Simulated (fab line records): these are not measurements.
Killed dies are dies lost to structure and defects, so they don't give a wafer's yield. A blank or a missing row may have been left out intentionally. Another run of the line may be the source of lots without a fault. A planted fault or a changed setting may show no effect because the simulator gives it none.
A struck lot beside a sound one -- flow sky130 -- 43 steps out of a route of 708
Sound: these wafers, L788.3, L788.5, L788.6. Struck: wafers L791.2, L791.6 (left out: L791.3, a lot-mate that was not struck); the cause follows at the end.
For every step that has rows: the tool of each side, followed by ch and its chambers, followed by its first start. Under that, the readings that differ: sound wafers -- struck wafers -- difference of the means -- sigmas: that difference in standard deviations of wafers without a fault.
alike: same words and numbers on both sides, and readings whose means sit less than 2 such deviations apart. not compared: any withheld reading, any reading some wafer has no value for, any bound like >300 that may hide the same value, and any number with overlapping values for which the record gives no deviation.
The two part at a step that has a row with sigmas, a row that says differs or no value, or rows on one side only. When numbers do not overlap yet have no deviation, they are printed without sigmas and do not part them. A reading missing from all wafers of one side parts the sides only when that side holds two or more wafers.

first, 6 steps without rows for these wafers: SKY_VIA2_ETCH_15 (etches SiO2 in C4F8/O2/Ar, stops on TiN, target depth 546 nm, time 84 s); SKY_VIA2_STRIP_16 (strips in O2/N2); SKY_VIA2_STRIP_17 (strips in post etch residue remover, time 1200 s); SKY_VIA2_CLEAN_18 (cleans in IPA, time 180 s); SKY_VIA2_CLEAN_19 (cleans in O3/DIW); SKY_VIA2_SPUTTER_20 (material TiN, target thk 20 nm, time 80 s).
SKY_VIA2_CVD_21: deposits W, target thk 420 nm, time 126.4 s.
  sound on cvd_w-02 ch 0,1, day 37 03:48; struck on cvd_w-01 ch 0,1, day 38 00:05
  alike: heater_power_w
SKY_VIA2_RS_MEAS_22: a four-point-probe measurement.
  sound: film_metro-03 at day 37 03:56; struck: film_metro-04 at day 38 00:14
reading,sound,struck,difference,sigmas
VIA2_W_RS (ohm/sq),0.281 0.274 0.279,0.268 0.267,-0.011,-3
SKY_VIA2_THK_MEAS_23: measures by xrf.
  sound: film_metro-03 at day 37 04:02; struck: film_metro-04 at day 38 00:21
reading,sound,struck,difference,sigmas
VIA2_W_THK (nm),407 415 408,429 430,+20,+3
SKY_VIA2_CMP_24: polishes, stops on SiO2, t overpolish 20 s, target thk 0 nm.
  sound on cmp-01 ch 0,3, day 37 04:07; struck on cmp-01 ch 2,3, day 38 00:24
  alike: motor_current_A, overpolish_run_s, time_to_endpoint_s
SKY_METAL3_SPUTTER_00: material Ti, target thk 15 nm, time 10 s.
  sound: pvd_sputter-03 at day 37 04:22; struck: pvd_sputter-02 at day 38 00:42
  alike: throttle_valve_pct
then, 1 step without rows for these wafers: SKY_METAL3_SPUTTER_01 (material TiN, target thk 20 nm, time 16.7 s).
SKY_METAL3_SPUTTER_02: material AlCu, target thk 735 nm, time 39.1 s.
  sound: pvd_sputter-03 at day 37 04:25; struck: pvd_sputter-02 at day 38 00:45
reading,sound,struck,difference,sigmas
model.AlCu_of_METAL3_SPUTTER_02.thk_nm (nm),743.8 741.6 743.8,1120 1113,+373,
  alike: throttle_valve_pct
then, 2 steps without rows for these wafers: SKY_METAL3_SPUTTER_03 (material Ti, target thk 5 nm, time 3.3 s); SKY_METAL3_SPUTTER_04 (material TiN, target thk 70 nm, time 58.3 s).
SKY_CAPM_CVD_00: deposits SiO2, target thk 15.5 nm.
  sound on pecvd-01 ch 0,1,2, day 37 04:31; struck on pecvd-03 ch 0, day 38 00:52
  alike: heater_power_w
SKY_CAPM_THK_MEAS_01:
  sound: film_metro-04 at day 37 04:34; struck: film_metro-04 at day 38 00:56
  alike: CAPM_CVD_00_THK
SKY_CAPM_SPUTTER_02: material TiN, target thk 200 nm, time 166.7 s.
  sound: pvd_sputter-02 at day 37 04:36; struck: pvd_sputter-02 at day 38 00:59
  alike: throttle_valve_pct
SKY_CAPM_RS_MEAS_03: a four-point-probe measurement.
  sound: film_metro-04 at day 37 04:45; struck: film_metro-04 at day 38 01:07
  alike: CAPM_TIN_RS
SKY_CAPM_THK_MEAS_04: measures by xrf.
  sound: film_metro-04 at day 37 04:51; struck: film_metro-04 at day 38 01:14
  alike: CAPM_TIN_THK
then, 7 steps without rows for these wafers: SKY_CAPM_DEHYDRATE_05 (time 60 s); SKY_CAPM_HMDS_06 (prime time 60 s); SKY_CAPM_COAT_07 (resist thk 1140 nm); SKY_CAPM_SOFTBAKE_08 (time 60 s); SKY_CAPM_EXPOSE_09 (exposes mask CAPM, target cd 1000 nm); SKY_CAPM_PEB_10; SKY_CAPM_DEVELOP_11 (develop time 60 s).
SKY_CAPM_OVL_MEAS_12:
  sound: overlay-01 at day 38 06:46; struck: overlay-01 at day 39 02:02
  alike: CAPM_OVL
then, 13 steps without rows for these wafers: SKY_CAPM_METAL_ETCH_13 (etches TiN in Cl2/BCl3, stops on SiO2, target depth 220 nm, time 62.9 s); SKY_CAPM_STRIP_14 (strips in O2/N2); SKY_CAPM_STRIP_15 (strips in post etch residue remover, time 1200 s); SKY_CAPM_CLEAN_16 (cleans in IPA, time 180 s); SKY_CAPM_CLEAN_17 (cleans in O3/DIW); SKY_METAL3_DEHYDRATE_05 (time 60 s); SKY_METAL3_HMDS_06 (prime time 60 s); SKY_METAL3_COAT_07 (resist thk 60 nm); SKY_METAL3_COAT_08 (resist thk 1140 nm); SKY_METAL3_SOFTBAKE_09 (time 90 s); SKY_METAL3_EXPOSE_10 (exposes mask MM3, target cd 300 nm); SKY_METAL3_PEB_11; SKY_METAL3_DEVELOP_12 (develop time 60 s).
SKY_METAL3_CD_MEAS_13 targets a cd of 300 nm.
  sound: cd_sem-02 at day 39 08:33; struck: cd_sem-02 at day 40 03:10
  alike: cd_nm
SKY_METAL3_METAL_ETCH_18: etches the open film in Cl2/BCl3, stops on SiO2, target depth 845 nm, time 183.1 s.
  sound on rie_metal-04 ch 0,1, day 39 08:53; struck on rie_metal-04 ch 0,1, day 40 03:28
reading,sound,struck,difference,sigmas
oes_product_au (a.u.),0.874 0.867 0.870,0.988 0.987,+0.117,+19
  alike: drypump_motor_current_A, throttle_valve_pct
  not compared: rf_hours_counter_h

## WHERE THEY PART
Last at SKY_METAL3_METAL_ETCH_18 as far as this record goes, first at SKY_VIA2_RS_MEAS_22.

WHY: the cause the simulator had injected
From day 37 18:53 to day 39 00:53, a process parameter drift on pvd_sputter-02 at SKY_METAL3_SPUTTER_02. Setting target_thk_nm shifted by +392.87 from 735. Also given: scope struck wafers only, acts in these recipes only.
